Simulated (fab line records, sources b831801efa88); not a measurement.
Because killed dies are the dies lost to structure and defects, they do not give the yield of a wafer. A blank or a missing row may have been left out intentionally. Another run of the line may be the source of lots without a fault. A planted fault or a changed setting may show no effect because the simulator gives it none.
A sampling plan put to the test | flow sky130 | one fab line, 45 faults that these records tell of, each judged on the records of the lots that it struck
Plan = the line's own looks (route steps where a gauge or an inspection reads the wafer without altering it). Where struck wafers have a number at a look and the file lists that look's usual mean and standard deviation on fault-free wafers, the look can be judged. Caught: at a look after the fault's first step, the mean of the struck wafers lies 4 or more of those standard deviations (sigma) from the usual mean. On the tool: the same test on the tool's own readings at the fault's steps. Also counted as caught: the struck wafers showing another recipe, or a record that is empty for them alone.

## THE FAULTS, as the simulator had put them in
1. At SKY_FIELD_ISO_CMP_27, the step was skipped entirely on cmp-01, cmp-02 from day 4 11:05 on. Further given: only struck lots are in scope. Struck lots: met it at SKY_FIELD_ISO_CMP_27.
2. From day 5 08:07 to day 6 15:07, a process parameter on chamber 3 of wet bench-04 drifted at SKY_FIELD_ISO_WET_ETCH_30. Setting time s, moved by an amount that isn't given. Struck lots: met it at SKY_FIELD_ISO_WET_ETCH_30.
3. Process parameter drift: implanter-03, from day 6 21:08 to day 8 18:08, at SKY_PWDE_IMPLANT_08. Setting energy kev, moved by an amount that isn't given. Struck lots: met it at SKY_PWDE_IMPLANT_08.
4. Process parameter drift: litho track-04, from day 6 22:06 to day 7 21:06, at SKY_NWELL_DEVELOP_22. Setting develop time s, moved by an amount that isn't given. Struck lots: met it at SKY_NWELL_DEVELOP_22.
5. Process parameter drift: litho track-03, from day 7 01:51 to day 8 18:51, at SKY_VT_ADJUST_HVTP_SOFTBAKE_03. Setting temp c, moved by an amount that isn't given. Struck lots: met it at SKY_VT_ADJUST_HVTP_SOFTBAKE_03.
6. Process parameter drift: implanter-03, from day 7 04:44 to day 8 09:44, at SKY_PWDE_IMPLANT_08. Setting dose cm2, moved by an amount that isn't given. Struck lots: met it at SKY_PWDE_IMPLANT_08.
7. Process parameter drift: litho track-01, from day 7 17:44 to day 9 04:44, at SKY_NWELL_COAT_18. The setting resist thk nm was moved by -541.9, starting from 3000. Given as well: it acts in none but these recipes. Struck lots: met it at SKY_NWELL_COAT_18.
8. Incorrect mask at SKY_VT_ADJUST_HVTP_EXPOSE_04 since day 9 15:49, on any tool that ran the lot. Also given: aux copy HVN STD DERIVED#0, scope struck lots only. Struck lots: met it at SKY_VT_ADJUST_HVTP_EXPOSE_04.
9. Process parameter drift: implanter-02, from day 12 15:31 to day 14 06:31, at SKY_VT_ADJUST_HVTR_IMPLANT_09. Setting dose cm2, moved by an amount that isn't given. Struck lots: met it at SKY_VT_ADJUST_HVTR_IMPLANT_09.
10. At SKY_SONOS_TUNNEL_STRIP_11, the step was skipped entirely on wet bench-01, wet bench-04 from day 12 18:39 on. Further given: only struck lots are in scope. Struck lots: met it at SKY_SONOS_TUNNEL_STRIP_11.
11. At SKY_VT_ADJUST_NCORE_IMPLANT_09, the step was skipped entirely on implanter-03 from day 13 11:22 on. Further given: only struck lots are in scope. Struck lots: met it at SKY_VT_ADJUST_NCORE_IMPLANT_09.
12. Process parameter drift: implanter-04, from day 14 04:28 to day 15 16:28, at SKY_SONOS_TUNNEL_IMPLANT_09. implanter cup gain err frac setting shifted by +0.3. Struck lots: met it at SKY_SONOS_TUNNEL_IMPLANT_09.
13. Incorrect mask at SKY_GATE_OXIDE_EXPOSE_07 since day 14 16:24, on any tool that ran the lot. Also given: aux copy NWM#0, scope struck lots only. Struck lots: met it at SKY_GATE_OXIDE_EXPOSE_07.
14. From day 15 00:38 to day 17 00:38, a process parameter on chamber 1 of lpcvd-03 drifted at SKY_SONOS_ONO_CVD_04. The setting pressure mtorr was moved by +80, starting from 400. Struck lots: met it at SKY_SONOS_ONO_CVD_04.
15. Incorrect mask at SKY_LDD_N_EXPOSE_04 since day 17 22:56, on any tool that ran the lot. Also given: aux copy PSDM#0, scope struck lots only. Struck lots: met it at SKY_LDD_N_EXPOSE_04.
16. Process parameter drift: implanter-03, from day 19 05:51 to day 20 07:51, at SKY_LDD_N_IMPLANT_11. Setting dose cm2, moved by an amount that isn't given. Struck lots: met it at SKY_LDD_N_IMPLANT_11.
17. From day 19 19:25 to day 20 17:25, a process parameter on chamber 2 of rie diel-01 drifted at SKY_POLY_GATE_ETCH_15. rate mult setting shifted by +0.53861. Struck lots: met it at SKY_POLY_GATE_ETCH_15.
18. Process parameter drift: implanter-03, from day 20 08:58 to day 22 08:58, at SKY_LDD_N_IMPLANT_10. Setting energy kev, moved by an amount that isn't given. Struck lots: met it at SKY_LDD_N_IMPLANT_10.
19. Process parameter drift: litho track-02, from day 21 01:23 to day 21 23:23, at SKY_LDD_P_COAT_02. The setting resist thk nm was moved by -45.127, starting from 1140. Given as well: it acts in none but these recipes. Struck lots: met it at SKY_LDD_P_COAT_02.
20. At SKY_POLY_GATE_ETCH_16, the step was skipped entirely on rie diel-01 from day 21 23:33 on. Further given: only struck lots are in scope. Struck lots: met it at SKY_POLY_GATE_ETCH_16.
21. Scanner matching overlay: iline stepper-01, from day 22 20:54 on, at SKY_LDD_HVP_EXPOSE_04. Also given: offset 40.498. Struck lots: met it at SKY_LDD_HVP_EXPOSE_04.
22. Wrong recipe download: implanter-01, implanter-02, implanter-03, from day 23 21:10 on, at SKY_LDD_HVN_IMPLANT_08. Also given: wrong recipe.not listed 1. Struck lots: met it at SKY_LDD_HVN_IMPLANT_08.
23. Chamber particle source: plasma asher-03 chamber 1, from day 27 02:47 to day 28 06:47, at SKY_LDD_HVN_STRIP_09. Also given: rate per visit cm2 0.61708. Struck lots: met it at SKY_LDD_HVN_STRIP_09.
24. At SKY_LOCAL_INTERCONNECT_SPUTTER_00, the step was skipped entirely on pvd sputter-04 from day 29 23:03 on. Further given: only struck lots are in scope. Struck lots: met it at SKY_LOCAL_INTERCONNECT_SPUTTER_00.
25. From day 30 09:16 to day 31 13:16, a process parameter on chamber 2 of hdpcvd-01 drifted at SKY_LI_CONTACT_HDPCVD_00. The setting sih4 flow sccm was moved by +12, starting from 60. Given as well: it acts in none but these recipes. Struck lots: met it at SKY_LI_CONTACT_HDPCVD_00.
26. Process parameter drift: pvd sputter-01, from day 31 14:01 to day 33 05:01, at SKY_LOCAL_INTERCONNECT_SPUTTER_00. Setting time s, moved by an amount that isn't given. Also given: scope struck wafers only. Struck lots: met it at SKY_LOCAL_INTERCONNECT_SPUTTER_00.
27. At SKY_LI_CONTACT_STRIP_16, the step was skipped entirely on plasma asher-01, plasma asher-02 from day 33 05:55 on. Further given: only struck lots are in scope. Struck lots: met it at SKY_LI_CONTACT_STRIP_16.
28. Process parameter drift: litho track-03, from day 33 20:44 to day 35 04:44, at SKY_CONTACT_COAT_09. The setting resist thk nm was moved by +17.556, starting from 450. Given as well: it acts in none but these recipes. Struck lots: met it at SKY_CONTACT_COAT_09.
29. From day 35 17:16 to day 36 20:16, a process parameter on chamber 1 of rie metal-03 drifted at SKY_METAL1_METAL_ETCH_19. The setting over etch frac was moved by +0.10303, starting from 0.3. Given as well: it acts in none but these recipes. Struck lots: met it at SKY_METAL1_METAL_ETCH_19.
30. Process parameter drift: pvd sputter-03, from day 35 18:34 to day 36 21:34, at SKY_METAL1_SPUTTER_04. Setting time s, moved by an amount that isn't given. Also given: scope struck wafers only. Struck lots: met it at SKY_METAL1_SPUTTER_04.
31. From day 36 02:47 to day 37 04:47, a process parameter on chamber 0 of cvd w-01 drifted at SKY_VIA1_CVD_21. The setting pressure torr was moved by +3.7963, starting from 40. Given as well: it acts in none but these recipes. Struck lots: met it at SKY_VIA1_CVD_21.
32. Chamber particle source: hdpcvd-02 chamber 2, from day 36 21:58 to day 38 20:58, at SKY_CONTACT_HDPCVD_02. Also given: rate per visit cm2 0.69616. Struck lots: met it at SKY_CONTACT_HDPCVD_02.
33. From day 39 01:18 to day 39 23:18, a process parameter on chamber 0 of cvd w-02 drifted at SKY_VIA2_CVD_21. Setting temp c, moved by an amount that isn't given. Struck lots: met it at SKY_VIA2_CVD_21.
34. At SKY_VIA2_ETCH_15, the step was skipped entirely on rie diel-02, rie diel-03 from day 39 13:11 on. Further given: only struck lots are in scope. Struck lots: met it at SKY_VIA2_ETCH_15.
35. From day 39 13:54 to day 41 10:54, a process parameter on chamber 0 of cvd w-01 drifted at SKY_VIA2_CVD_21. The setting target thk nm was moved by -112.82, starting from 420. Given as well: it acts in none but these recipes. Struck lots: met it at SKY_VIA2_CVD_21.
36. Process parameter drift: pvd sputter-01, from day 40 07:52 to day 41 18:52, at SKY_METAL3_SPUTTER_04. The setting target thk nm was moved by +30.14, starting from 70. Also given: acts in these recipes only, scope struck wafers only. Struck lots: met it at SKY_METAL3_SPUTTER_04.
37. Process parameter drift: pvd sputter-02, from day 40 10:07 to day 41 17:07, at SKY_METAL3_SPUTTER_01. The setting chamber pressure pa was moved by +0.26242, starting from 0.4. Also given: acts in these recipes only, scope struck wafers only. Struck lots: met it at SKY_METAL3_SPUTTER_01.
38. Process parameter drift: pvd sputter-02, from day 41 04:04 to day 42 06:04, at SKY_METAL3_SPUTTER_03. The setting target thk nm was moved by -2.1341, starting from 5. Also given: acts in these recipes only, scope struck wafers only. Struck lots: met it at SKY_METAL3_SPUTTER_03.
39. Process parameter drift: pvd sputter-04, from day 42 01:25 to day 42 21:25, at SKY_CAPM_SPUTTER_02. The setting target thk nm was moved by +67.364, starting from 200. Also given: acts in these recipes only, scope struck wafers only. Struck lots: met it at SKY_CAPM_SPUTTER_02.
40. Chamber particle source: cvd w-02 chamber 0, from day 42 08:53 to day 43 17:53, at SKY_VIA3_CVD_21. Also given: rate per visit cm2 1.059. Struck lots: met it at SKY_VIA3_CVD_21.
41. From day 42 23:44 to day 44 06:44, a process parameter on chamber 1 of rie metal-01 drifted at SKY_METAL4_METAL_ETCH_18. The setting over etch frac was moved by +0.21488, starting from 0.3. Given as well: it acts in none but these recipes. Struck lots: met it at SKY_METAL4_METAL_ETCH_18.
42. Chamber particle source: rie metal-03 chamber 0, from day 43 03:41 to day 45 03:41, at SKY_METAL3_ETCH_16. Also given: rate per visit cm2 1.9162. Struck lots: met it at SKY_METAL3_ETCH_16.
43. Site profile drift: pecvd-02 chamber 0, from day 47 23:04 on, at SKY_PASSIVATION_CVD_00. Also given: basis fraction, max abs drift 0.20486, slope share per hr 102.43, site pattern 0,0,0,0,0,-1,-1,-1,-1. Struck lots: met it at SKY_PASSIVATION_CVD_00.
44. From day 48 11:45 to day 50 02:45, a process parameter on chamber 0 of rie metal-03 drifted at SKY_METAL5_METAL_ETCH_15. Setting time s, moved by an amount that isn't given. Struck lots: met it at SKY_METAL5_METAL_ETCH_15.
45. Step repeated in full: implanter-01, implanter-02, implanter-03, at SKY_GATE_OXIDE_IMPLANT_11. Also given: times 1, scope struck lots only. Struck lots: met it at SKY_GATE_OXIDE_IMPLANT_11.

## WHAT THE PLAN SAW
fault | on the tool itself                               | first look that catches it                      | reading, sigma                                                     | median hours from its first step to that look | hours from the fault's start to the first struck lot there | judged looks passed uncaught
1     | the tool's record is blank for the struck wafers | no look after it can be judged                  | -                                                                  | -                                             | -                                                          | 0
2     | run length s -6.3 sigma                          | none of the 4 looks that can be judged after it | -                                                                  | -                                             | -                                                          | 4
3     | beam energy keV +99 or beyond sigma              | none of the 2 looks that can be judged after it | strongest: PWDE_RS at SKY_NWELL_RS_MEAS_31, -2.9                   | -                                             | -                                                          | 2
4     | no reading that can be judged                    | SKY_NWELL_TW_MEAS_26                            | NWELL_2_TW -86                                                     | 1.0                                           | 17                                                         | 0
5     | heater power total W -38 sigma                   | not the one look that can be judged after it    | -                                                                  | -                                             | -                                                          | 1
6     | dose ions cm2 +99 or beyond sigma                | SKY_PWDE_TW_MEAS_10                             | PWDE_TW +17                                                        | 0.3                                           | 2                                                          | 0
7     | no reading that can be judged                    | not the one look that can be judged after it    | -                                                                  | -                                             | -                                                          | 1
8     | no reading that can be judged                    | SKY_VT_ADJUST_HVTP_TW_MEAS_11                   | VT_ADJUST_HVTP_TW -88                                              | 11.4                                          | 16                                                         | 0
9     | dose ions cm2 -99 or beyond sigma                | SKY_VT_ADJUST_HVTR_TW_MEAS_11                   | VT_ADJUST_HVTR_TW -18                                              | 0.2                                           | 4                                                          | 0
10    | the tool's record is blank for the struck wafers | no look after it can be judged                  | -                                                                  | -                                             | -                                                          | 0
11    | the tool's record is blank for the struck wafers | SKY_VT_ADJUST_NCORE_TW_MEAS_11                  | VT_ADJUST_NCORE_TW -99 or beyond                                   | 0.2                                           | 3                                                          | 0
12    | faraday current uA +15 sigma                     | SKY_SONOS_TUNNEL_TW_MEAS_12                     | SONOS_TUNNEL_TW -5.2                                               | 0.4                                           | 11                                                         | 0
13    | no reading that can be judged                    | SKY_GATE_OXIDE_TW_MEAS_14                       | GATE_OXIDE_TW -99 or beyond                                        | 13.8                                          | 19                                                         | 0
14    | pressure mtorr +99 or beyond sigma               | none of the 2 looks that can be judged after it | strongest: SONOS_ONO_CVD_04_THK at SKY_SONOS_ONO_THK_MEAS_05, +3.3 | -                                             | -                                                          | 2
15    | under 2 sigma                                    | SKY_LDD_N_TW_MEAS_17                            | LDD_N_TW -99 or beyond                                             | 16.1                                          | 24                                                         | 0
16    | dose ions cm2 -74 sigma                          | no look after it can be judged                  | -                                                                  | -                                             | -                                                          | 0
17    | under 2 sigma                                    | SKY_POLY_GATE_CD_MEAS_22                        | cd nm -4.7                                                         | 1.7                                           | 9                                                          | 0
18    | beam energy keV -33 sigma                        | no look after it can be judged                  | -                                                                  | -                                             | -                                                          | 0
19    | no reading that can be judged                    | not the one look that can be judged after it    | -                                                                  | -                                             | -                                                          | 1
20    | the tool's record is blank for the struck wafers | not the one look that can be judged after it    | -                                                                  | -                                             | -                                                          | 1
21    | no reading that can be judged                    | SKY_LDD_HVP_OVL_MEAS_07                         | LDD_HVP_OVL +31                                                    | 13.8                                          | 21                                                         | 0
22    | under 2 sigma                                    | SKY_LDD_HVN_TW_MEAS_10                          | LDD_HVN_TW +30                                                     | 0.2                                           | 4                                                          | 0
23    | under 2 sigma                                    | none of the 2 looks that can be judged after it | -                                                                  | -                                             | -                                                          | 2
24    | the tool's record is blank for the struck wafers | no look after it can be judged                  | -                                                                  | -                                             | -                                                          | 0
25    | sih4 flow sccm +69 sigma                         | SKY_LI_CONTACT_THK_MEAS_01                      | LI_CONTACT_HDPCVD_THK +20                                          | 0.1                                           | 15                                                         | 0
26    | under 2 sigma                                    | SKY_LOCAL_INTERCONNECT_RS_MEAS_01               | LOCAL_INTERCONNECT_TIN_RS +6.8                                     | 0.1                                           | 11                                                         | 0
27    | the tool's record is blank for the struck wafers | no look after it can be judged                  | -                                                                  | -                                             | -                                                          | 0
28    | under 2 sigma                                    | none of the 2 looks that can be judged after it | -                                                                  | -                                             | -                                                          | 2
29    | oes product au -6.2 sigma                        | no look after it can be judged                  | -                                                                  | -                                             | -                                                          | 0
30    | under 2 sigma                                    | none of the 4 looks that can be judged after it | -                                                                  | -                                             | -                                                          | 4
31    | chamber pressure Torr +44 sigma                  | SKY_VIA1_RS_MEAS_22                             | VIA1_W_RS -5.0                                                     | 0.1                                           | 14                                                         | 0
32    | under 2 sigma                                    | none of the 2 looks that can be judged after it | -                                                                  | -                                             | -                                                          | 2
33    | susceptor temp C +19 sigma                       | SKY_VIA2_RS_MEAS_22                             | VIA2_W_RS -7.6                                                     | 0.1                                           | 2                                                          | 0
34    | the tool's record is blank for the struck wafers | no look after it can be judged                  | -                                                                  | -                                             | -                                                          | 0
35    | under 2 sigma                                    | SKY_VIA2_RS_MEAS_22                             | VIA2_W_RS +41                                                      | 0.1                                           | 5                                                          | 0
36    | under 2 sigma                                    | none of the 6 looks that can be judged after it | strongest: CAPM_CVD_00_THK at SKY_CAPM_THK_MEAS_01, -2.0           | -                                             | -                                                          | 6
37    | chamber pressure pa +99 or beyond sigma          | no look after it can be judged                  | -                                                                  | -                                             | -                                                          | 0
38    | under 2 sigma                                    | no look after it can be judged                  | -                                                                  | -                                             | -                                                          | 0
39    | under 2 sigma                                    | SKY_CAPM_RS_MEAS_03                             | CAPM_TIN_RS -33                                                    | 0.1                                           | 9                                                          | 0
40    | under 2 sigma                                    | not the one look that can be judged after it    | -                                                                  | -                                             | -                                                          | 1
41    | oes product au -10 sigma                         | no look after it can be judged                  | -                                                                  | -                                             | -                                                          | 0
42    | under 2 sigma                                    | none of the 2 looks that can be judged after it | -                                                                  | -                                             | -                                                          | 2
43    | under 2 sigma                                    | SKY_PASSIVATION_THK_MEAS_01                     | PASSIVATION_CVD_00_THK -9.2                                        | 0.0                                           | 21                                                         | 0
44    | run length s -24 sigma                           | no look after it can be judged                  | -                                                                  | -                                             | -                                                          | 0
45    | under 2 sigma                                    | SKY_GATE_OXIDE_TW_MEAS_14                       | GATE_OXIDE_TW +28                                                  | 0.8                                           | -                                                          | 0
A dash: this means the fault isn't caught or the number doesn't appear in these records.

Caught at a look: 19 of 45. Caught on the tool: 23 of 45. By one or the other: 35 of 45.
Caught on the tool alone: faults 1, 2, 3, 5, 10, 14, 16, 18, 20, 24, 27, 29, 34, 37, 41, 44.
Caught at a look alone: faults 4, 8, 13, 15, 17, 21, 22, 26, 35, 39, 43, 45.
Caught by neither: faults 7, 19, 23, 28, 30, 32, 36, 38, 40, 42.

## THINNER SAMPLING
In the worst case, this is how late the first struck lot would be measured if the look that catches a fault measured only every second or every third lot, by lot number:
fault | struck lots at that look, in order of time | every lot | every second lot | every third lot
4     | L600, L601                                 | 17 h      | 21 h             | may miss all 2
6     | L904, L905                                 | 2 h       | 10 h             | may miss all 2
8     | L673                                       | 16 h      | may miss it      | may miss it
9     | L749, L752                                 | 4 h       | 29 h             | may miss all 2
11    | L841, L842                                 | 3 h       | 10 h             | may miss all 2
12    | L468, L469                                 | 11 h      | 20 h             | may miss all 2
13    | L593                                       | 19 h      | may miss it      | may miss it
15    | L938                                       | 24 h      | may miss it      | may miss it
17    | L457, L458                                 | 9 h       | 19 h             | may miss all 2
21    | L175, L176, L178                           | 21 h      | 44 h             | may miss all 3
22    | L875, L876, L877, L878                     | 4 h       | 14 h             | 18 h
25    | L299                                       | 15 h      | may miss it      | may miss it
26    | L928, L929                                 | 11 h      | 12 h             | may miss all 2
31    | L373, L375, L376                           | 14 h      | 23 h             | may miss all 3
33    | L578                                       | 2 h       | may miss it      | may miss it
35    | L487, L491                                 | 5 h       | may miss all 2   | may miss all 2
39    | L499, L500                                 | 9 h       | 11 h             | may miss all 2
43    | L873                                       | 21 h      | may miss it      | may miss it
The hour figures run from when the fault began to the first measured lot among those it struck. 4 sigma limit: tested on the pooled struck wafers, so a lone lot may be under it. Other struck lots may not be in these records.

## THE LONGEST TIMED WAY FROM STEP TO LOOK
In fault 15, a median of 16.1 hours elapses between SKY_LDD_N_EXPOSE_04 and SKY_LDD_N_TW_MEAS_17. No look between them can be judged.
